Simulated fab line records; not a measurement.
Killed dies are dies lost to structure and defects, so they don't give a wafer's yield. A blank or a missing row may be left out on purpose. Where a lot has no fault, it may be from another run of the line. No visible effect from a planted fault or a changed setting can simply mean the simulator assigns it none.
fab line records || flow sky130 || part 2 of 2: steps 27 to 33 of 33
record {"lots": 5, "wafers": 15, "last_day": 50}
route steps=708 shown VIA1@472 METAL2@483
lots that met no fault: from a run of the same line without faults
start_h: hours from the record's opening day to when the first of the lot's shown wafers began || wait_h: hours elapsed since this lot's preceding step || " repeats the value in the row above || L1.1+2: a row that stands for several wafers || - no value, or no start was given || * or withheld: withheld || < > ~ a bound
route shown NAME@n: names a module that has steps shown in the file, with the first one's number in the route || usual: average and standard deviation across the fault-free wafers || same: alike in all rows || chamber/n: place in a boat || sites: the reading at each site || _std_site: the values' standard deviation || _edge_site: mean of outer sites minus mean of inner sites || radius_mm: for every site, how far away it sits from the centre of the wafer || mask NAME#n: copy n || behind: the last tool/chamber to shape the wafer || hold: why the lot went on hold/how many hours it stayed there/how the hold came to an end || device: the n, p or np transistor that did not switch || end of line: tests of these same wafers at the route's end || where a step has no rows: the recipe by itself || killed: count of dies lost to structure and defects at first sort (not the wafer's yield) || map: the dies of a wafer, with x for killed, . for not killed, _ for no die there
set.NAME: the setting as run; set.NAME@STEP: as run at that earlier step || model.NAME: the simulator's own value behind a step, which no gauge read
a table for each step, a row for each wafer; lots at some steps of the route
services: the hour from which a tool's chamber was out of use, counted from the record's first day as start_h (under 0 if before that day), plus the number of hours and why
## steps
# step SKY_METAL2_CD_MEAS_15
# recipe {"target_cd_nm": 140}
# usual {"cd_nm": "139.7/1.4"}
{"lot.wafer": "L075.1", "tool": "cd_sem-01", "chamber": "-", "start_h": 850.83, "wait_h": "-", "cd_nm": 138.2}
{"lot.wafer": "L075.3", "tool": "cd_sem-01", "chamber": "-", "start_h": 850.83, "wait_h": "-", "cd_nm": 138.9}
{"lot.wafer": "L075.6", "tool": "cd_sem-01", "chamber": "-", "start_h": 850.83, "wait_h": "-", "cd_nm": 138.5}
{"lot.wafer": "L079.2", "tool": "cd_sem-02", "chamber": "-", "start_h": 867.75, "wait_h": "-", "cd_nm": 140.3}
{"lot.wafer": "L079.3", "tool": "cd_sem-02", "chamber": "-", "start_h": 867.75, "wait_h": "-", "cd_nm": 139.7}
{"lot.wafer": "L079.4", "tool": "cd_sem-02", "chamber": "-", "start_h": 867.75, "wait_h": "-", "cd_nm": 140.6}
{"lot.wafer": "L083.1", "tool": "cd_sem-01", "chamber": "-", "start_h": 900.43, "wait_h": "-", "cd_nm": 140.1}
{"lot.wafer": "L083.3", "tool": "cd_sem-01", "chamber": "-", "start_h": 900.43, "wait_h": "-", "cd_nm": 140.8}
{"lot.wafer": "L083.5", "tool": "cd_sem-01", "chamber": "-", "start_h": 900.43, "wait_h": "-", "cd_nm": 139.5}
{"lot.wafer": "L084.2", "tool": "cd_sem-01", "chamber": "-", "start_h": 904.75, "wait_h": "-", "cd_nm": 136.8}
{"lot.wafer": "L084.3", "tool": "cd_sem-01", "chamber": "-", "start_h": 904.75, "wait_h": "-", "cd_nm": 137.9}
{"lot.wafer": "L084.4", "tool": "cd_sem-01", "chamber": "-", "start_h": 904.75, "wait_h": "-", "cd_nm": 136.9}
{"lot.wafer": "L095.2", "tool": "cd_sem-02", "chamber": "-", "start_h": 971.20, "wait_h": "-", "cd_nm": 142.4}
{"lot.wafer": "L095.3", "tool": "cd_sem-02", "chamber": "-", "start_h": 971.20, "wait_h": "-", "cd_nm": 143.4}
{"lot.wafer": "L095.4", "tool": "cd_sem-02", "chamber": "-", "start_h": 971.20, "wait_h": "-", "cd_nm": 140.3}
# step SKY_METAL2_OVL_MEAS_16
# usual {"METAL2_OVL": "-4/5.9"}
{"lot.wafer": "L075.1", "tool": "overlay-02", "chamber": "-", "start_h": 850.95, "wait_h": 0.1, "METAL2_OVL[nm]": 9}
{"lot.wafer": "L075.3", "tool": "overlay-02", "chamber": "-", "start_h": 850.95, "wait_h": 0.1, "METAL2_OVL[nm]": 5}
{"lot.wafer": "L075.6", "tool": "overlay-02", "chamber": "-", "start_h": 850.95, "wait_h": 0.1, "METAL2_OVL[nm]": 3}
{"lot.wafer": "L079.2", "tool": "overlay-01", "chamber": "-", "start_h": 867.86, "wait_h": 0.1, "METAL2_OVL[nm]": -7}
{"lot.wafer": "L079.3", "tool": "overlay-01", "chamber": "-", "start_h": 867.86, "wait_h": 0.1, "METAL2_OVL[nm]": -12}
{"lot.wafer": "L079.4", "tool": "overlay-01", "chamber": "-", "start_h": 867.86, "wait_h": 0.1, "METAL2_OVL[nm]": 8}
{"lot.wafer": "L083.1", "tool": "overlay-02", "chamber": "-", "start_h": 900.55, "wait_h": 0.1, "METAL2_OVL[nm]": 5}
{"lot.wafer": "L083.3", "tool": "overlay-02", "chamber": "-", "start_h": 900.55, "wait_h": 0.1, "METAL2_OVL[nm]": 3}
{"lot.wafer": "L083.5", "tool": "overlay-02", "chamber": "-", "start_h": 900.55, "wait_h": 0.1, "METAL2_OVL[nm]": 1}
{"lot.wafer": "L084.2", "tool": "overlay-01", "chamber": "-", "start_h": 904.86, "wait_h": 0.1, "METAL2_OVL[nm]": -3}
{"lot.wafer": "L084.3", "tool": "overlay-01", "chamber": "-", "start_h": 904.86, "wait_h": 0.1, "METAL2_OVL[nm]": -1}
{"lot.wafer": "L084.4", "tool": "overlay-01", "chamber": "-", "start_h": 904.86, "wait_h": 0.1, "METAL2_OVL[nm]": -8}
{"lot.wafer": "L095.2", "tool": "overlay-02", "chamber": "-", "start_h": 971.31, "wait_h": 0.1, "METAL2_OVL[nm]": -15}
{"lot.wafer": "L095.3", "tool": "overlay-02", "chamber": "-", "start_h": 971.31, "wait_h": 0.1, "METAL2_OVL[nm]": -10}
{"lot.wafer": "L095.4", "tool": "overlay-02", "chamber": "-", "start_h": 971.31, "wait_h": 0.1, "METAL2_OVL[nm]": -9}
# step SKY_METAL2_DESCUM_17
# recipe {"chemistry": "O2", "source_power_w": 150, "bias_power_w": 0, "pressure_mtorr": 10, "temp_c": 40, "time_s": 8}
# usual {"drypump_motor_current_A": "5.8/0.42", "oes_product_au": "0.997/0.009", "rf_fwd_power_W": "146.8/0.75"}
# same {"time_s": 8}
{"lot.wafer": "L075.1", "tool": "rie_metal-01", "chamber": 1, "start_h": 850.99, "wait_h": 0.0, "drypump_motor_current_A": 6.3, "oes_product_au": 0.987, "rf_fwd_power_W": 147.6, "rf_hours_counter_h": 12}
{"lot.wafer": "L075.3", "tool": "rie_metal-01", "chamber": 0, "start_h": 850.99, "wait_h": 0.0, "drypump_motor_current_A": 5.6, "oes_product_au": 0.999, "rf_fwd_power_W": 146.3, "rf_hours_counter_h": "-"}
{"lot.wafer": "L075.6", "tool": "rie_metal-01", "chamber": 1, "start_h": 850.99, "wait_h": 0.0, "drypump_motor_current_A": 6.4, "oes_product_au": 0.987, "rf_fwd_power_W": 146.8, "rf_hours_counter_h": "-"}
{"lot.wafer": "L079.2", "tool": "rie_metal-03", "chamber": 0, "start_h": 867.90, "wait_h": 0.0, "drypump_motor_current_A": 5.6, "oes_product_au": 1.015, "rf_fwd_power_W": 147.0, "rf_hours_counter_h": "-"}
{"lot.wafer": "L079.3", "tool": "rie_metal-03", "chamber": 0, "start_h": 867.90, "wait_h": 0.0, "drypump_motor_current_A": 5.6, "oes_product_au": 1.012, "rf_fwd_power_W": 146.0, "rf_hours_counter_h": "-"}
{"lot.wafer": "L079.4", "tool": "rie_metal-03", "chamber": 0, "start_h": 867.90, "wait_h": 0.0, "drypump_motor_current_A": 5.6, "oes_product_au": 1.000, "rf_fwd_power_W": 146.9, "rf_hours_counter_h": "-"}
{"lot.wafer": "L083.1", "tool": "rie_metal-02", "chamber": 1, "start_h": 900.59, "wait_h": 0.0, "drypump_motor_current_A": 6.1, "oes_product_au": 1.002, "rf_fwd_power_W": 146.1, "rf_hours_counter_h": 9}
{"lot.wafer": "L083.3", "tool": "rie_metal-02", "chamber": 0, "start_h": 900.59, "wait_h": 0.0, "drypump_motor_current_A": 5.6, "oes_product_au": 1.011, "rf_fwd_power_W": 146.0, "rf_hours_counter_h": "-"}
{"lot.wafer": "L083.5", "tool": "rie_metal-02", "chamber": 0, "start_h": 900.59, "wait_h": 0.0, "drypump_motor_current_A": 5.6, "oes_product_au": 0.998, "rf_fwd_power_W": 146.6, "rf_hours_counter_h": "-"}
{"lot.wafer": "L084.2", "tool": "rie_metal-02", "chamber": 1, "start_h": 904.89, "wait_h": 0.0, "drypump_motor_current_A": 6.2, "oes_product_au": 0.996, "rf_fwd_power_W": 146.8, "rf_hours_counter_h": 9}
{"lot.wafer": "L084.3", "tool": "rie_metal-02", "chamber": 1, "start_h": 904.89, "wait_h": 0.0, "drypump_motor_current_A": 6.1, "oes_product_au": 0.994, "rf_fwd_power_W": 147.3, "rf_hours_counter_h": "-"}
{"lot.wafer": "L084.4", "tool": "rie_metal-02", "chamber": 0, "start_h": 904.89, "wait_h": 0.0, "drypump_motor_current_A": 5.5, "oes_product_au": 0.999, "rf_fwd_power_W": 145.6, "rf_hours_counter_h": "-"}
{"lot.wafer": "L095.2", "tool": "rie_metal-01", "chamber": 0, "start_h": 971.34, "wait_h": 0.0, "drypump_motor_current_A": 5.6, "oes_product_au": 1.003, "rf_fwd_power_W": 146.8, "rf_hours_counter_h": 3}
{"lot.wafer": "L095.3", "tool": "rie_metal-01", "chamber": 1, "start_h": 971.34, "wait_h": 0.0, "drypump_motor_current_A": 6.3, "oes_product_au": 1.003, "rf_fwd_power_W": 147.1, "rf_hours_counter_h": "-"}
{"lot.wafer": "L095.4", "tool": "rie_metal-01", "chamber": 0, "start_h": 971.34, "wait_h": 0.0, "drypump_motor_current_A": 5.6, "oes_product_au": 0.998, "rf_fwd_power_W": 146.8, "rf_hours_counter_h": "-"}
# step SKY_METAL2_ETCH_18
# recipe {"chemistry": "N2/H2", "target": "BARC", "ion_energy_ev": 200, "bias_w": 100, "pressure_mtorr": 30, "n2_flow_sccm": 100, "h2_flow_sccm": 200, "icp_w": 500, "stop_on": "SiO2", "time_s": 45.9, "target_depth_a": 600}
# usual {"drypump_motor_current_A": "5.8/0.42", "oes_product_au": "0.855/0.0047", "rf_fwd_power_W": "494.8/2.4", "throttle_valve_pct": "13.225/0.0087"}
# same {"time_s": 45.9}
{"lot.wafer": "L075.1", "tool": "rie_metal-01", "chamber": 1, "start_h": 851.02, "wait_h": 0.0, "drypump_motor_current_A": 6.3, "oes_product_au": 0.861, "rf_fwd_power_W": 497.0, "rf_hours_counter_h": 12, "throttle_valve_pct": 13.230}
{"lot.wafer": "L075.3", "tool": "rie_metal-01", "chamber": 0, "start_h": 851.02, "wait_h": 0.0, "drypump_motor_current_A": 5.6, "oes_product_au": 0.869, "rf_fwd_power_W": 492.5, "rf_hours_counter_h": "-", "throttle_valve_pct": 13.229}
{"lot.wafer": "L075.6", "tool": "rie_metal-01", "chamber": 1, "start_h": 851.02, "wait_h": 0.0, "drypump_motor_current_A": 6.4, "oes_product_au": 0.857, "rf_fwd_power_W": 498.9, "rf_hours_counter_h": "-", "throttle_valve_pct": 13.222}
{"lot.wafer": "L079.2", "tool": "rie_metal-03", "chamber": 0, "start_h": 867.97, "wait_h": 0.1, "drypump_motor_current_A": 5.5, "oes_product_au": 0.860, "rf_fwd_power_W": 496.5, "rf_hours_counter_h": "-", "throttle_valve_pct": 13.221}
{"lot.wafer": "L079.3", "tool": "rie_metal-03", "chamber": 0, "start_h": 867.97, "wait_h": 0.1, "drypump_motor_current_A": 5.5, "oes_product_au": 0.855, "rf_fwd_power_W": 497.0, "rf_hours_counter_h": "-", "throttle_valve_pct": 13.233}
{"lot.wafer": "L079.4", "tool": "rie_metal-03", "chamber": 0, "start_h": 867.97, "wait_h": 0.1, "drypump_motor_current_A": 5.5, "oes_product_au": 0.855, "rf_fwd_power_W": 497.6, "rf_hours_counter_h": "-", "throttle_valve_pct": 13.227}
{"lot.wafer": "L083.1", "tool": "rie_metal-02", "chamber": 1, "start_h": 900.62, "wait_h": 0.0, "drypump_motor_current_A": 6.1, "oes_product_au": 0.856, "rf_fwd_power_W": 497.3, "rf_hours_counter_h": 9, "throttle_valve_pct": 13.207}
{"lot.wafer": "L083.3", "tool": "rie_metal-02", "chamber": 0, "start_h": 900.62, "wait_h": 0.0, "drypump_motor_current_A": 5.5, "oes_product_au": 0.864, "rf_fwd_power_W": 488.6, "rf_hours_counter_h": "-", "throttle_valve_pct": 13.205}
{"lot.wafer": "L083.5", "tool": "rie_metal-02", "chamber": 0, "start_h": 900.62, "wait_h": 0.0, "drypump_motor_current_A": 5.6, "oes_product_au": 0.860, "rf_fwd_power_W": 489.1, "rf_hours_counter_h": "-", "throttle_valve_pct": 13.245}
{"lot.wafer": "L084.2", "tool": "rie_metal-02", "chamber": 1, "start_h": 904.92, "wait_h": 0.0, "drypump_motor_current_A": 6.1, "oes_product_au": 0.859, "rf_fwd_power_W": 494.7, "rf_hours_counter_h": 9, "throttle_valve_pct": 13.215}
{"lot.wafer": "L084.3", "tool": "rie_metal-02", "chamber": 1, "start_h": 904.92, "wait_h": 0.0, "drypump_motor_current_A": 6.1, "oes_product_au": 0.862, "rf_fwd_power_W": 493.8, "rf_hours_counter_h": "-", "throttle_valve_pct": 13.213}
{"lot.wafer": "L084.4", "tool": "rie_metal-02", "chamber": 0, "start_h": 904.92, "wait_h": 0.0, "drypump_motor_current_A": 5.6, "oes_product_au": 0.863, "rf_fwd_power_W": 493.8, "rf_hours_counter_h": "-", "throttle_valve_pct": 13.215}
{"lot.wafer": "L095.2", "tool": "rie_metal-01", "chamber": 0, "start_h": 971.37, "wait_h": 0.0, "drypump_motor_current_A": 5.6, "oes_product_au": 0.856, "rf_fwd_power_W": 491.8, "rf_hours_counter_h": 3, "throttle_valve_pct": 13.222}
{"lot.wafer": "L095.3", "tool": "rie_metal-01", "chamber": 1, "start_h": 971.37, "wait_h": 0.0, "drypump_motor_current_A": 6.3, "oes_product_au": 0.860, "rf_fwd_power_W": 498.9, "rf_hours_counter_h": "-", "throttle_valve_pct": 13.226}
{"lot.wafer": "L095.4", "tool": "rie_metal-01", "chamber": 0, "start_h": 971.37, "wait_h": 0.0, "drypump_motor_current_A": 5.6, "oes_product_au": 0.858, "rf_fwd_power_W": 490.8, "rf_hours_counter_h": "-", "throttle_valve_pct": 13.221}
# step SKY_METAL2_METAL_ETCH_19
# recipe {"target_depth_a": 3600, "stop_on": "SiO2", "over_etch_frac": 0.2822, "time_s": 78, "chemistry": "Cl2/BCl3", "resist_sidewall_deg": 88, "pressure_mtorr": 10, "icp_w": 900, "bias_w": 48.5, "Cl2_flow_sccm": 60, "bcl3_flow_sccm": 30}
# usual {"drypump_motor_current_A": "5.8/0.42", "oes_product_au": "0.855/0.0056", "rf_fwd_power_W": "893/4.1", "throttle_valve_pct": "22.265/0.0079"}
# same {"time_s": 78}
{"lot.wafer": "L075.1", "tool": "rie_metal-01", "chamber": 1, "start_h": 851.08, "wait_h": 0.0, "drypump_motor_current_A": 6.4, "oes_product_au": 0.863, "rf_fwd_power_W": 895, "rf_hours_counter_h": 12, "throttle_valve_pct": 22.268}
{"lot.wafer": "L075.3", "tool": "rie_metal-01", "chamber": 0, "start_h": 851.08, "wait_h": 0.0, "drypump_motor_current_A": 5.6, "oes_product_au": 0.848, "rf_fwd_power_W": 890, "rf_hours_counter_h": "-", "throttle_valve_pct": 22.266}
{"lot.wafer": "L075.6", "tool": "rie_metal-01", "chamber": 1, "start_h": 851.08, "wait_h": 0.0, "drypump_motor_current_A": 6.3, "oes_product_au": 0.852, "rf_fwd_power_W": 896, "rf_hours_counter_h": "-", "throttle_valve_pct": 22.275}
{"lot.wafer": "L079.2", "tool": "rie_metal-03", "chamber": 0, "start_h": 868.11, "wait_h": 0.1, "drypump_motor_current_A": 5.5, "oes_product_au": 0.863, "rf_fwd_power_W": 895, "rf_hours_counter_h": "-", "throttle_valve_pct": 22.274}
{"lot.wafer": "L079.3", "tool": "rie_metal-03", "chamber": 0, "start_h": 868.11, "wait_h": 0.1, "drypump_motor_current_A": 5.5, "oes_product_au": 0.861, "rf_fwd_power_W": 896, "rf_hours_counter_h": "-", "throttle_valve_pct": 22.262}
{"lot.wafer": "L079.4", "tool": "rie_metal-03", "chamber": 0, "start_h": 868.11, "wait_h": 0.1, "drypump_motor_current_A": 5.5, "oes_product_au": 0.863, "rf_fwd_power_W": 895, "rf_hours_counter_h": "-", "throttle_valve_pct": 22.244}
{"lot.wafer": "L083.1", "tool": "rie_metal-02", "chamber": 1, "start_h": 900.69, "wait_h": 0.0, "drypump_motor_current_A": 6.1, "oes_product_au": 0.841, "rf_fwd_power_W": 889, "rf_hours_counter_h": 9, "throttle_valve_pct": 22.270}
{"lot.wafer": "L083.3", "tool": "rie_metal-02", "chamber": 0, "start_h": 900.69, "wait_h": 0.0, "drypump_motor_current_A": 5.6, "oes_product_au": 0.855, "rf_fwd_power_W": 887, "rf_hours_counter_h": "-", "throttle_valve_pct": 22.271}
{"lot.wafer": "L083.5", "tool": "rie_metal-02", "chamber": 0, "start_h": 900.69, "wait_h": 0.0, "drypump_motor_current_A": 5.6, "oes_product_au": 0.855, "rf_fwd_power_W": 890, "rf_hours_counter_h": "-", "throttle_valve_pct": 22.276}
{"lot.wafer": "L084.2", "tool": "rie_metal-02", "chamber": 1, "start_h": 904.98, "wait_h": 0.0, "drypump_motor_current_A": 6.1, "oes_product_au": 0.850, "rf_fwd_power_W": 889, "rf_hours_counter_h": 9, "throttle_valve_pct": 22.269}
{"lot.wafer": "L084.3", "tool": "rie_metal-02", "chamber": 1, "start_h": 904.98, "wait_h": 0.0, "drypump_motor_current_A": 6.1, "oes_product_au": 0.852, "rf_fwd_power_W": 896, "rf_hours_counter_h": "-", "throttle_valve_pct": 22.254}
{"lot.wafer": "L084.4", "tool": "rie_metal-02", "chamber": 0, "start_h": 904.98, "wait_h": 0.0, "drypump_motor_current_A": 5.6, "oes_product_au": 0.856, "rf_fwd_power_W": 889, "rf_hours_counter_h": "-", "throttle_valve_pct": 22.262}
{"lot.wafer": "L095.2", "tool": "rie_metal-01", "chamber": 0, "start_h": 971.44, "wait_h": 0.0, "drypump_motor_current_A": 5.6, "oes_product_au": 0.856, "rf_fwd_power_W": 889, "rf_hours_counter_h": 3, "throttle_valve_pct": 22.279}
{"lot.wafer": "L095.3", "tool": "rie_metal-01", "chamber": 1, "start_h": 971.44, "wait_h": 0.0, "drypump_motor_current_A": 6.3, "oes_product_au": 0.842, "rf_fwd_power_W": 895, "rf_hours_counter_h": "-", "throttle_valve_pct": 22.264}
{"lot.wafer": "L095.4", "tool": "rie_metal-01", "chamber": 0, "start_h": 971.44, "wait_h": 0.0, "drypump_motor_current_A": 5.6, "oes_product_au": 0.851, "rf_fwd_power_W": 893, "rf_hours_counter_h": "-", "throttle_valve_pct": 22.265}
# step SKY_METAL2_STRIP_20
# recipe {"chemistry": "O2/N2", "power_w": 1400, "pressure_mtorr": 1500, "platen_temp_c": "withheld", "o2_flow_sccm": 3000, "n2_flow_sccm": 300, "overash_fraction": 0.5}
# usual {"drypump_motor_current_A": "5.9/0.39", "oes_product_au": "0.345/0.0048", "strip_time_to_endpoint_s": "2.74/0.037"}
{"lot.wafer": "L075.1", "tool": "plasma_asher-03", "chamber": 1, "start_h": 851.17, "wait_h": 0.1, "drypump_motor_current_A": 5.4, "oes_product_au": 0.346, "rf_hours_counter_h": 76, "strip_time_to_endpoint_s": 2.78}
{"lot.wafer": "L075.3", "tool": "plasma_asher-03", "chamber": 1, "start_h": 851.17, "wait_h": 0.1, "drypump_motor_current_A": 5.3, "oes_product_au": 0.354, "rf_hours_counter_h": "-", "strip_time_to_endpoint_s": 2.77}
{"lot.wafer": "L075.6", "tool": "plasma_asher-03", "chamber": 0, "start_h": 851.17, "wait_h": 0.1, "drypump_motor_current_A": 6.2, "oes_product_au": 0.355, "rf_hours_counter_h": "-", "strip_time_to_endpoint_s": 2.81}
{"lot.wafer": "L079.2", "tool": "plasma_asher-03", "chamber": 1, "start_h": 868.26, "wait_h": 0.1, "drypump_motor_current_A": 5.3, "oes_product_au": 0.343, "rf_hours_counter_h": 78, "strip_time_to_endpoint_s": 2.66}
{"lot.wafer": "L079.3", "tool": "plasma_asher-03", "chamber": 1, "start_h": 868.26, "wait_h": 0.1, "drypump_motor_current_A": 5.3, "oes_product_au": 0.340, "rf_hours_counter_h": "-", "strip_time_to_endpoint_s": 2.71}
{"lot.wafer": "L079.4", "tool": "plasma_asher-03", "chamber": 0, "start_h": 868.26, "wait_h": 0.1, "drypump_motor_current_A": 6.2, "oes_product_au": 0.337, "rf_hours_counter_h": "-", "strip_time_to_endpoint_s": 2.69}
{"lot.wafer": "L083.1", "tool": "plasma_asher-01", "chamber": 0, "start_h": 900.78, "wait_h": 0.1, "drypump_motor_current_A": 6.3, "oes_product_au": 0.350, "rf_hours_counter_h": 11, "strip_time_to_endpoint_s": 2.77}
{"lot.wafer": "L083.3", "tool": "plasma_asher-01", "chamber": 1, "start_h": 900.78, "wait_h": 0.1, "drypump_motor_current_A": 6.1, "oes_product_au": 0.344, "rf_hours_counter_h": "-", "strip_time_to_endpoint_s": 2.70}
{"lot.wafer": "L083.5", "tool": "plasma_asher-01", "chamber": 1, "start_h": 900.78, "wait_h": 0.1, "drypump_motor_current_A": 6.2, "oes_product_au": 0.350, "rf_hours_counter_h": "-", "strip_time_to_endpoint_s": 2.73}
{"lot.wafer": "L084.2", "tool": "plasma_asher-03", "chamber": 0, "start_h": 905.07, "wait_h": 0.1, "drypump_motor_current_A": 6.2, "oes_product_au": 0.352, "rf_hours_counter_h": 81, "strip_time_to_endpoint_s": 2.80}
{"lot.wafer": "L084.3", "tool": "plasma_asher-03", "chamber": 1, "start_h": 905.07, "wait_h": 0.1, "drypump_motor_current_A": 5.4, "oes_product_au": 0.352, "rf_hours_counter_h": "-", "strip_time_to_endpoint_s": 2.77}
{"lot.wafer": "L084.4", "tool": "plasma_asher-03", "chamber": 0, "start_h": 905.07, "wait_h": 0.1, "drypump_motor_current_A": 6.2, "oes_product_au": 0.346, "rf_hours_counter_h": "-", "strip_time_to_endpoint_s": 2.73}
{"lot.wafer": "L095.2", "tool": "plasma_asher-03", "chamber": 1, "start_h": 971.53, "wait_h": 0.1, "drypump_motor_current_A": 5.4, "oes_product_au": 0.337, "rf_hours_counter_h": 88, "strip_time_to_endpoint_s": 2.75}
{"lot.wafer": "L095.3", "tool": "plasma_asher-03", "chamber": 0, "start_h": 971.53, "wait_h": 0.1, "drypump_motor_current_A": 6.2, "oes_product_au": 0.352, "rf_hours_counter_h": "-", "strip_time_to_endpoint_s": 2.79}
{"lot.wafer": "L095.4", "tool": "plasma_asher-03", "chamber": 1, "start_h": 971.53, "wait_h": 0.1, "drypump_motor_current_A": 5.3, "oes_product_au": 0.340, "rf_hours_counter_h": "-", "strip_time_to_endpoint_s": 2.75}
# step SKY_METAL2_STRIP_21
# recipe {"chemistry": "post_etch_residue_remover", "time_s": 1200, "temp_c": 72.5}
# same {"time_s": 1200}
{"lot.wafer": "L075.1+3+6", "tool": "wet_bench-04", "chamber": 2, "start_h": 851.27, "wait_h": 0.1}
{"lot.wafer": "L079.2+3+4", "tool": "wet_bench-01", "chamber": 1, "start_h": 868.36, "wait_h": 0.1}
{"lot.wafer": "L083.1+3+5", "tool": "wet_bench-01", "chamber": 2, "start_h": 900.87, "wait_h": 0.1}
{"lot.wafer": "L084.2+3+4", "tool": "wet_bench-04", "chamber": 2, "start_h": 905.17, "wait_h": 0.1}
{"lot.wafer": "L095.2+3+4", "tool": "wet_bench-04", "chamber": 1, "start_h": 971.63, "wait_h": 0.1}
## services
{"tool": "rie_diel-03", "chamber": 0, "start_h": 802.44, "hours": 6.3, "kind": "repair"}
{"tool": "krf_scanner-02", "chamber": "-", "start_h": 804.31, "hours": 1.3, "kind": "pm"}
{"tool": "rie_diel-03", "chamber": "-", "start_h": 807.39, "hours": 2.8, "kind": "pm"}
{"tool": "rie_metal-01", "chamber": 1, "start_h": 812.80, "hours": 4.0, "kind": "repair"}
{"tool": "rie_metal-03", "chamber": 0, "start_h": 815.69, "hours": 27.9, "kind": "repair"}
{"tool": "cvd_w-02", "chamber": 1, "start_h": 816.78, "hours": 3.1, "kind": "repair"}
{"tool": "pvd_sputter-01", "chamber": "-", "start_h": 830.83, "hours": 1.4, "kind": "repair"}
{"tool": "rie_metal-01", "chamber": "-", "start_h": 841.49, "hours": 2.8, "kind": "pm"}
{"tool": "krf_scanner-02", "chamber": "-", "start_h": 844.65, "hours": 2.5, "kind": "repair"}
{"tool": "pvd_sputter-03", "chamber": "-", "start_h": 845.76, "hours": 13.7, "kind": "repair"}
{"tool": "rie_metal-03", "chamber": "-", "start_h": 845.88, "hours": 2.8, "kind": "pm"}
{"tool": "pvd_sputter-02", "chamber": "-", "start_h": 852.41, "hours": 1.9, "kind": "repair"}
{"tool": "cmp-01", "chamber": "-", "start_h": 853.73, "hours": 3.5, "kind": "repair"}
{"tool": "plasma_asher-03", "chamber": "-", "start_h": 859.73, "hours": 2.8, "kind": "pm"}
{"tool": "cvd_w-02", "chamber": "-", "start_h": 863.23, "hours": 2.8, "kind": "pm"}
{"tool": "cmp-01", "chamber": "-", "start_h": 866.12, "hours": 0.4, "kind": "repair"}
{"tool": "pvd_sputter-04", "chamber": "-", "start_h": 878.41, "hours": 0.5, "kind": "repair"}
{"tool": "pvd_sputter-02", "chamber": "-", "start_h": 891.42, "hours": 2.8, "kind": "repair"}
{"tool": "krf_scanner-02", "chamber": "-", "start_h": 894.03, "hours": 1.0, "kind": "pm"}
{"tool": "krf_scanner-02", "chamber": "-", "start_h": 920.16, "hours": 4.4, "kind": "pm"}
{"tool": "pvd_sputter-03", "chamber": "-", "start_h": 939.44, "hours": 8.1, "kind": "repair"}
{"tool": "krf_scanner-02", "chamber": "-", "start_h": 946.47, "hours": 0.8, "kind": "pm"}
{"tool": "rie_metal-02", "chamber": "-", "start_h": 948.69, "hours": 1.5, "kind": "repair"}
{"tool": "rie_diel-03", "chamber": 0, "start_h": 951.11, "hours": 7.4, "kind": "repair"}
